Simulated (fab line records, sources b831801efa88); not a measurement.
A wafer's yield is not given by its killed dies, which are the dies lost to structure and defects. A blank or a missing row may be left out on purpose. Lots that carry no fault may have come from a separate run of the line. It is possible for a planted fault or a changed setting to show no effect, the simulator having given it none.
Comparing a struck lot with a sound one    flow sky130    43 steps out of a route of 708
Sound: wafers L387.2, L387.5, L387.6. Wafers struck: L395.2, L395.3, L395.4. At the end, the cause is stated.
For every step that has rows: the tool of each side, followed by ch and its chambers, followed by its first start. Under that, the readings that differ: sound wafers    struck wafers    difference of the means    sigmas: that difference in standard deviations of wafers without a fault.
alike: same words and numbers on both sides, and readings whose means sit less than 2 such deviations apart. not compared: any withheld reading, any reading some wafer has no value for, any bound like >300 that may hide the same value, and any number with overlapping values for which the record gives no deviation.
The two part at a step that has a row with sigmas, a row that says differs or no value, or rows on one side only. Numbers that have no deviation but don't overlap get no sigmas and don't part them. A reading missing from all wafers of one side parts the sides only when that side holds two or more wafers.

first, 1 step without rows for these wafers: SKY_FIELD_ISO_DEVELOP_12 (develop time 60 s).
SKY_FIELD_ISO_CD_MEAS_13 targets a cd of 150 nm.
  sound: cd sem-01 at day 4 03:32; struck: cd sem-02 at day 5 20:30
  alike: cd nm
SKY_FIELD_ISO_ETCH_14: etches BARC in N2/H2, stops on SiO2, time 45.9 s, target depth 60 nm.
  sound on rie diel-03 ch 2,3, day 4 03:38; struck on rie diel-03 ch 0,1,3, day 5 20:36
  alike: bias w, drypump motor current A, oes product au, throttle valve pct
  not compared: rf hours counter h
then, 2 steps without rows for these wafers: SKY_FIELD_ISO_ETCH_15 (etches the open film in CHF3/O2, stops on Si, target depth 180 nm, time 72 s); SKY_FIELD_ISO_STRIP_16 (strips in O2/N2).
SKY_FIELD_ISO_ETCH_17: etches Si in HBr/Cl2/O2, target depth 342 nm, time 97.7 s.
  sound on rie si-01 ch 1,2, day 4 03:50; struck on rie si-02 ch 1,2,3, day 5 20:48
  alike: bias w, drypump motor current A, oes product au, throttle valve pct
  not compared: rf hours counter h
then, 5 steps without rows for these wafers: SKY_FIELD_ISO_WET_ETCH_18 (etches Si3N4 in H3PO4, target depth 25 nm, time 286 s); SKY_FIELD_ISO_CLEAN_19 (cleans in SC1/SC2, time 150 s); SKY_FIELD_ISO_CLEAN_20 (cleans in dHF, time 20 s); SKY_FIELD_ISO_WET_ETCH_21 (etches SiO2 in dHF, target depth 20 nm, time 400 s); SKY_FIELD_ISO_OXIDATION_22 (stabilise 600 s, purge 300 s, target thk 10 nm).
SKY_FIELD_ISO_THK_MEAS_23:
  sound: film metro-01 at day 4 05:22; struck: film metro-01 at day 5 22:21
  alike: FIELD_ISO_OXIDATION_01_THK
SKY_FIELD_ISO_CVD_24: deposits SiO2, target thk 595 nm, time 99.2 s.
  sound on hdpcvd-02 ch 0,2, day 4 05:25; struck on hdpcvd-02 ch 0,1, day 5 22:24
SKY_FIELD_ISO_THK_MEAS_25:
  sound: film metro-02 at day 4 05:29; struck: film metro-01 at day 5 22:29
  alike: FIELD_ISO_CVD_24_THK
then, 1 step without rows for these wafers: SKY_FIELD_ISO_ANNEAL_26 (time 1800 s).
SKY_FIELD_ISO_CMP_27: polishes, stops on Si3N4, t overpolish 16 s, target thk 457.8 nm.
  sound on cmp-02 ch 0,2,3, day 4 07:08; struck on cmp-02 ch 0,1,2, day 6 00:02
  alike: motor current A, overpolish run s, time to endpoint s
then, 5 steps without rows for these wafers: SKY_FIELD_ISO_WET_ETCH_28 (etches SiO2 in dHF, target depth 23.7 nm, time 47 s); SKY_FIELD_ISO_WET_ETCH_29 (etches Si3N4 in H3PO4, target depth 160 nm, time 1825 s); SKY_FIELD_ISO_WET_ETCH_30 (etches SiO2 in dHF, target depth 25 nm, time 50 s); SKY_NWELL_CLEAN_00 (cleans in SC1/SC2, time 150 s); SKY_NWELL_OXIDATION_01 (stabilise 600 s, purge 300 s, target thk 10 nm).
SKY_NWELL_THK_MEAS_02:
  sound: film metro-03 at day 4 09:25; struck: film metro-04 at day 6 02:24
  alike: NWELL_OXIDATION_THK
then, 8 steps without rows for these wafers: SKY_DNWELL_DEHYDRATE_00 (time 60 s); SKY_DNWELL_HMDS_01 (prime time 60 s); SKY_DNWELL_COAT_02 (resist thk 3000 nm); SKY_DNWELL_SOFTBAKE_03; SKY_DNWELL_EXPOSE_04 (exposes mask DNM, target cd 3000 nm); SKY_DNWELL_PEB_05; SKY_DNWELL_DEVELOP_06 (develop time 60 s); SKY_DNWELL_IMPLANT_07.
SKY_DNWELL_STRIP_08: strips in O2/N2.
  sound on plasma asher-01 ch 0,1, day 5 02:25; struck on plasma asher-01 ch 0,1, day 6 21:59
  alike: drypump motor current A, o2 flow sccm, oes product au, strip time to endpoint s
  not compared: rf hours counter h
SKY_DNWELL_TW_MEAS_09:
  sound: film metro-04 at day 5 02:32; struck: film metro-04 at day 6 22:05
  alike: DNWELL_TW
then, 7 steps without rows for these wafers: SKY_PWDE_DEHYDRATE_00 (time 60 s); SKY_PWDE_HMDS_01 (prime time 60 s); SKY_PWDE_COAT_02 (resist thk 3000 nm); SKY_PWDE_SOFTBAKE_03; SKY_PWDE_EXPOSE_04 (exposes mask PWDEM, target cd 840 nm); SKY_PWDE_PEB_05; SKY_PWDE_DEVELOP_06 (develop time 60 s).
SKY_PWDE_OVL_MEAS_07:
  sound: overlay-02 at day 5 20:27; struck: overlay-02 at day 7 18:06
  alike: PWDE_OVL
after that, 1 step had no rows for these wafers: SKY_PWDE_IMPLANT_08.
SKY_PWDE_STRIP_09: strips in O2/N2.
  sound on plasma asher-04 ch 0,1, day 5 20:38; struck on plasma asher-01 ch 0,1, day 7 18:17
  alike: drypump motor current A, o2 flow sccm, oes product au, strip time to endpoint s
  not compared: rf hours counter h
-- the record jumps here: 42 days lie between the struck wafers' starts before and after (it left off in module PWDE and takes up again in module PAD_OPEN, whose first step shown is number 708 of the route) --
SKY_PAD_OPEN_PROBE_99:
  rows exist in the record for the struck wafers here (prober-01, day 49 22:27), but not for the sound ones

## WHERE THEY PART
Only at SKY_PAD_OPEN_PROBE_99, within this record.

WHY: what the simulator had put in
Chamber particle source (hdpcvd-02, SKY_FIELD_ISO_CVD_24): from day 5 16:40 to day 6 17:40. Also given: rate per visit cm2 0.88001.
